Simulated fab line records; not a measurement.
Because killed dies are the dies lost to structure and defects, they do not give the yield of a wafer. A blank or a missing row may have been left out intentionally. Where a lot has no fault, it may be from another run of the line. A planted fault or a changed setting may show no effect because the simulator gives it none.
fab line records	flow sky130
[record] lots = 12	wafers = 36	last-day = 50
route steps=708 shown NWELL@34 LDD_N@247 POLY_CUT@315 LI_CONTACT@375
lots with no fault: from the same line, run without faults
start-h: start of the lot's first displayed wafer, in hours after the record's first day	wait-h: hours elapsed since this lot's preceding step	" the same as in the row above	L1.1+2: a single row standing in for several wafers	- either no value or no given start	* or withheld: withheld	< > ~ a bound
route shown NAME@n: NAME is a module with steps in the file, n the number in the route of the first one	usual: mean/standard deviation taken from wafers without a fault	same: alike in all rows	chamber/n: place in a boat	sites: each site's reading	_std_site: standard deviation of those values	_edge_site: the outer-site mean with the inner-site mean subtracted	radius-mm: for every site, how far away it sits from the centre of the wafer	mask NAME#n: copy n	behind: the tool/chamber that last shaped the wafer	hold: reason for holding the lot/hours on hold/outcome of the hold	device: whichever transistor did not switch (one of n, p or np)	end of line: tests run on the same wafers once the route is complete	a step with no rows: only its recipe	killed: count of dies lost to structure and defects at first sort (not the wafer's yield)	map: shows each die of a wafer: x if killed, . if not, _ if none is there
set.NAME: the setting that was run; set.NAME@STEP: the one run at that earlier step	model.NAME: the simulator's own value behind a step, which no gauge read
a sample of lots followed through the steps of the route, with each step as a table and each wafer as a row
services: a tool's chamber out of use, with start hour (start-h, from the record's first day; less than 0 if before it), hours out, and reason
[[steps]]
[step SKY_NWELL_THK_MEAS_02]
[recipe] reads = SiO2_of_NWELL_OXIDATION_01
[usual] NWELL_OXIDATION_THK = 10.03/0.16
lot.wafer	tool	chamber	start-h	wait-h	NWELL_OXIDATION_THK[nm]
L614.2	film-metro-04	-	38.11	0.0	10.09
L614.3	"	-	"	"	10.29
L614.4	"	-	"	"	10.24
L615.2	film-metro-04	-	42.60	0.0	10.24
L615.3	"	-	"	"	10.12
L615.4	"	-	"	"	10.00
L616.1	film-metro-04	-	47.01	0.0	10.14
L616.4	"	-	"	"	10.17
L616.5	"	-	"	"	10.08
L625.1	film-metro-01	-	94.44	0.0	10.32
L625.3	"	-	"	"	10.42
L625.4	"	-	"	"	10.49
L628.1	film-metro-02	-	108.17	0.0	9.92
L628.3	"	-	"	"	9.96
L628.6	"	-	"	"	9.88
L629.1	film-metro-01	-	116.40	0.0	9.95
L629.3	"	-	"	"	9.95
L629.6	"	-	"	"	10.27
L630.4	film-metro-04	-	120.88	0.0	9.98
L630.5	"	-	"	"	10.11
L630.6	"	-	"	"	10.09
L632.1	film-metro-01	-	129.42	0.0	9.82
L632.4	"	-	"	"	9.87
L632.5	"	-	"	"	9.86
L633.3	film-metro-02	-	135.97	0.0	9.91
L633.4	"	-	"	"	9.97
L633.5	"	-	"	"	9.91
L634.3	film-metro-01	-	141.76	0.0	9.90
L634.4	"	-	"	"	9.99
L634.6	"	-	"	"	10.14
L636.2	film-metro-02	-	153.35	0.0	9.93
L636.3	"	-	"	"	10.06
L636.5	"	-	"	"	10.12
L637.1	film-metro-01	-	160.80	0.0	10.17
L637.5	"	-	"	"	10.02
L637.6	"	-	"	"	9.86
[step SKY_LDD_N_IMPLANT_10]
[recipe] species = As	energy-kev = 20	dose-cm2 = 7.5e+13	tilt-deg = withheld	rotation-deg = 203
[usual] beam-on-s = 10.09/0.23	dose-ions-cm2 = 7.5e+13/8.2e+10	faraday-current-uA = 419/9.5	rotation-deg = 203.01/0.048
lot.wafer	tool	chamber	start-h	wait-h	beam-on-s	dose-ions-cm2	faraday-current-uA	rotation-deg
L614.2	implanter-03	0	409.23	0.1	10.09	7.507e+13	420	203.04
L614.3	"	0	"	"	9.79	7.525e+13	431	203.01
L614.4	"	0	"	"	10.13	7.518e+13	418	203.04
L615.2	implanter-02	0	409.93	0.1	10.55	7.49e+13	402	203.04
L615.3	"	0	"	"	10.37	7.494e+13	409	203.04
L615.4	"	0	"	"	9.92	7.494e+13	426	203.01
L616.1	implanter-02	0	422.97	0.1	10.18	7.497e+13	415	202.98
L616.4	"	0	"	"	10.55	7.497e+13	399	203.00
L616.5	"	0	"	"	10.45	7.507e+13	404	202.99
L625.1	implanter-02	0	516.55	0.1	8.03	7.499e+13	529	202.98
L625.3	"	0	"	"	8.04	7.508e+13	526	203.04
L625.4	"	0	"	"	7.96	7.496e+13	531	203.02
L628.1	implanter-02	0	534.40	0.1	7.97	7.497e+13	531	202.99
L628.3	"	0	"	"	8.11	7.508e+13	520	203.00
L628.6	"	0	"	"	8.07	7.504e+13	525	203.00
L629.1	implanter-02	0	546.00	0.1	7.78	7.505e+13	542	203.02
L629.3	"	0	"	"	7.72	7.493e+13	547	203.00
L629.6	"	0	"	"	8.09	7.498e+13	523	202.96
L630.4	implanter-03	0	550.08	0.1	9.83	7.503e+13	429	203.01
L630.5	"	0	"	"	9.76	7.496e+13	434	203.01
L630.6	"	0	"	"	10.43	7.507e+13	404	203.03
L632.1	implanter-01	0	563.35	0.1	9.86	7.491e+13	428	203.00
L632.4	"	0	"	"	9.89	7.503e+13	429	202.97
L632.5	"	0	"	"	10.14	7.498e+13	416	203.01
L633.3	implanter-01	0	576.85	0.1	10.02	7.501e+13	423	203.04
L633.4	"	0	"	"	9.68	7.502e+13	436	203.11
L633.5	"	0	"	"	10.37	7.503e+13	409	203.18
L634.3	implanter-01	0	578.87	0.1	9.90	7.491e+13	426	202.95
L634.4	"	0	"	"	10.07	7.507e+13	422	203.06
L634.6	"	0	"	"	10.07	7.492e+13	419	203.05
L636.2	implanter-03	0	599.38	0.1	10.14	7.504e+13	418	202.97
L636.3	"	0	"	"	10.03	7.508e+13	422	203.04
L636.5	"	0	"	"	10.03	7.499e+13	423	203.00
L637.1	implanter-03	0	602.97	0.1	9.84	7.493e+13	429	203.01
L637.5	"	0	"	"	9.88	7.496e+13	427	203.02
L637.6	"	0	"	"	10.03	7.499e+13	419	203.02
[step SKY_LDD_N_STRIP_16]
[recipe] chemistry = O2/N2	power-w = 1400	pressure-mtorr = 1500	platen-temp-c = withheld	o2-flow-sccm = 3000	n2-flow-sccm = 300	overash-fraction = 0.5
[usual] drypump-motor-current-A = 5.52/0.24	n2-flow-sccm = 300.0/0.8	oes-product-au = 0.407/0.004	strip-time-to-endpoint-s = 4.314/0.016
lot.wafer	tool	chamber	start-h	wait-h	drypump-motor-current-A	n2-flow-sccm	oes-product-au	rf-hours-counter-h	strip-time-to-endpoint-s
L614.2	plasma-asher-03	0	410.10	0.1	5.40	299.1	0.413	70	4.317
L614.3	"	0	"	"	5.41	299.5	0.399	-	4.322
L614.4	"	1	"	"	5.44	299.3	0.416	-	4.322
L615.2	plasma-asher-01	0	410.80	0.1	5.05	300.0	0.403	27	4.323
L615.3	"	0	"	"	5.06	301.0	0.408	-	4.317
L615.4	"	1	"	"	5.90	299.0	0.407	-	4.319
L616.1	plasma-asher-04	1	423.87	0.1	5.67	300.5	0.403	76	4.318
L616.4	"	0	"	"	5.54	298.9	0.405	-	4.332
L616.5	"	0	"	"	5.56	299.6	0.403	-	4.334
L625.1	plasma-asher-04	1	517.45	0.1	5.68	301.1	0.403	86	4.291
L625.3	"	0	"	"	5.55	298.5	0.405	-	4.263
L625.4	"	1	"	"	5.70	299.4	0.396	-	4.287
L628.1	plasma-asher-01	1	535.30	0.1	5.93	300.6	0.407	39	4.269
L628.3	"	1	"	"	5.92	302.8	0.405	-	4.258
L628.6	"	1	"	"	5.94	300.3	0.407	-	4.254
L629.1	plasma-asher-04	0	546.90	0.1	5.55	300.5	0.411	90	4.271
L629.3	"	1	"	"	5.68	300.7	0.407	-	4.255
L629.6	"	0	"	"	5.56	300.1	0.400	-	4.257
L630.4	plasma-asher-03	0	550.94	0.1	5.41	300.3	0.413	-	4.314
L630.5	"	0	"	"	5.41	299.8	0.406	-	4.323
L630.6	"	1	"	"	5.44	299.4	0.413	-	4.359
L632.1	plasma-asher-03	0	564.25	0.1	5.39	299.1	0.414	13	4.327
L632.4	"	1	"	"	5.44	299.3	0.411	-	4.331
L632.5	"	1	"	"	5.45	300.2	0.401	-	4.329
L633.3	plasma-asher-01	0	577.74	0.1	5.06	299.8	0.405	-	4.334
L633.4	"	1	"	"	5.91	300.2	0.405	-	4.316
L633.5	"	1	"	"	5.93	300.3	0.404	-	4.317
L634.3	plasma-asher-03	1	579.75	0.1	5.43	301.0	0.399	-	4.318
L634.4	"	0	"	"	5.39	301.5	0.406	-	4.307
L634.6	"	0	"	"	5.43	300.0	0.411	-	4.297
L636.2	plasma-asher-01	0	600.25	0.1	5.05	301.0	0.404	43	4.301
L636.3	"	1	"	"	5.93	299.9	0.415	-	4.288
L636.5	"	1	"	"	5.93	299.7	0.401	-	4.300
L637.1	plasma-asher-03	1	603.87	0.1	5.44	300.7	0.412	18	4.297
L637.5	"	1	"	"	5.42	299.0	0.409	-	4.304
L637.6	"	0	"	"	5.43	300.8	0.406	-	4.289
[step SKY_POLY_CUT_CD_MEAS_08]
[recipe] target-cd-nm = 270
[usual] cd-nm = 269.4/1.3
lot.wafer	tool	chamber	start-h	wait-h	cd-nm
L614.2	cd-sem-01	-	566.64	-	268.5
L614.3	"	-	"	"	268.5
L614.4	"	-	"	"	269.0
L615.2	cd-sem-01	-	568.76	-	268.4
L615.3	"	-	"	"	267.3
L615.4	"	-	"	"	267.1
L616.1	cd-sem-01	-	579.94	-	271.4
L616.4	"	-	"	"	270.2
L616.5	"	-	"	"	270.2
L625.1	cd-sem-02	-	668.22	-	269.5
L625.3	"	-	"	"	269.3
L625.4	"	-	"	"	269.1
L628.1	cd-sem-01	-	696.94	-	269.3
L628.3	"	-	"	"	267.8
L628.6	"	-	"	"	268.4
L629.1	cd-sem-02	-	697.52	-	269.8
L629.3	"	-	"	"	270.4
L629.6	"	-	"	"	270.1
L630.4	cd-sem-02	-	700.18	-	269.4
L630.5	"	-	"	"	269.0
L630.6	"	-	"	"	269.6
L632.1	cd-sem-02	-	710.29	-	266.2
L632.4	"	-	"	"	267.0
L632.5	"	-	"	"	266.7
L633.3	cd-sem-02	-	724.81	-	271.9
L633.4	"	-	"	"	272.2
L633.5	"	-	"	"	270.7
L634.3	cd-sem-01	-	727.16	-	268.9
L634.4	"	-	"	"	270.1
L634.6	"	-	"	"	268.4
L636.2	cd-sem-02	-	745.41	-	269.0
L636.3	"	-	"	"	269.4
L636.5	"	-	"	"	268.7
L637.1	cd-sem-02	-	749.09	-	269.0
L637.5	"	-	"	"	269.5
L637.6	"	-	"	"	269.7
[step SKY_LI_CONTACT_OVL_MEAS_13]
[usual] LI_CONTACT_OVL = -2/6
lot.wafer	tool	chamber	start-h	wait-h	LI_CONTACT_OVL[nm]
L614.2	overlay-01	-	686.74	0.1	-4
L614.3	"	-	"	"	14
L614.4	"	-	"	"	-1
L615.2	overlay-01	-	687.56	0.1	2
L615.3	"	-	"	"	-3
L615.4	"	-	"	"	1
L616.1	overlay-01	-	698.96	0.1	-5
L616.4	"	-	"	"	3
L616.5	"	-	"	"	-10
L625.1	overlay-01	-	781.86	0.1	-3
L625.3	"	-	"	"	0
L625.4	"	-	"	"	-3
L628.1	overlay-02	-	808.79	0.1	-3
L628.3	"	-	"	"	-1
L628.6	"	-	"	"	-1
L629.1	overlay-02	-	811.37	0.1	1
L629.3	"	-	"	"	-4
L629.6	"	-	"	"	9
L630.4	overlay-01	-	811.50	0.1	-20
L630.5	"	-	"	"	-15
L630.6	"	-	"	"	-10
L632.1	overlay-01	-	820.89	0.1	5
L632.4	"	-	"	"	9
L632.5	"	-	"	"	1
L633.3	overlay-02	-	833.15	0.1	-3
L633.4	"	-	"	"	-1
L633.5	"	-	"	"	-8
L634.3	overlay-01	-	837.20	0.1	6
L634.4	"	-	"	"	3
L634.6	"	-	"	"	9
L636.2	overlay-01	-	852.76	0.1	7
L636.3	"	-	"	"	6
L636.5	"	-	"	"	8
L637.1	overlay-02	-	856.66	0.1	-3
L637.5	"	-	"	"	2
L637.6	"	-	"	"	-6
[[services]]
tool	chamber	start-h	hours	kind
plasma-asher-03	-	421.25	9.0	pm
plasma-asher-03	0	421.25	9.0	vent-cycle
plasma-asher-03	1	421.25	9.0	vent-cycle
plasma-asher-03	0	430.25	-	clean
plasma-asher-03	1	430.25	-	clean
plasma-asher-03	-	431.08	2.7	repair
plasma-asher-04	-	441.68	1.2	repair
implanter-02	-	458.96	1.5	repair
implanter-03	-	481.24	1.1	repair
implanter-01	-	531.40	4.6	pm
implanter-02	-	535.30	4.4	pm
plasma-asher-01	-	541.29	28.1	pm
implanter-02	-	556.09	2.0	repair
implanter-03	-	566.77	3.4	pm
plasma-asher-01	-	569.39	2.8	pm
plasma-asher-04	-	573.52	1.0	repair
[[key]]
[first-sign] step = SKY_LDD_N_IMPLANT_10	reading = faraday-current-uA	direction = up	sigmas = 12	usual = 419	struck = 531
[effect] step = SKY_LDD_N_IMPLANT_10	reading = beam-on-s	direction = down	sigmas = 9.3	usual = 10.09	struck = 7.97
[effect] step = SKY_LDD_N_STRIP_16	reading = strip-time-to-endpoint-s	direction = down	sigmas = 2.9	usual = *	struck = *
met-at SKY_LDD_N_IMPLANT_10
struck-lots L625,L628,L629
tester-left-out L625,L628,L629
not-acting-at SKY_NWELL_THK_MEAS_02,SKY_POLY_CUT_CD_MEAS_08,SKY_LI_CONTACT_OVL_MEAS_13
onset-between 422.97 516.55
[fault] kind = process-parameter-drift	tool = implanter-02	chamber = -	onset-h = 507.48	steps = SKY_LDD_N_IMPLANT_10	channel = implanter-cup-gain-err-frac	offset = 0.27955	shape = step	end-h = 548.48
// tester-left-out: of these lots the tester's yield and bins aren't shown, on N5 and GAA mostly nor the transistor test; their killed dies are dies lost to structure and defects alone, not to doping, threshold or leakage, so they don't give the yield
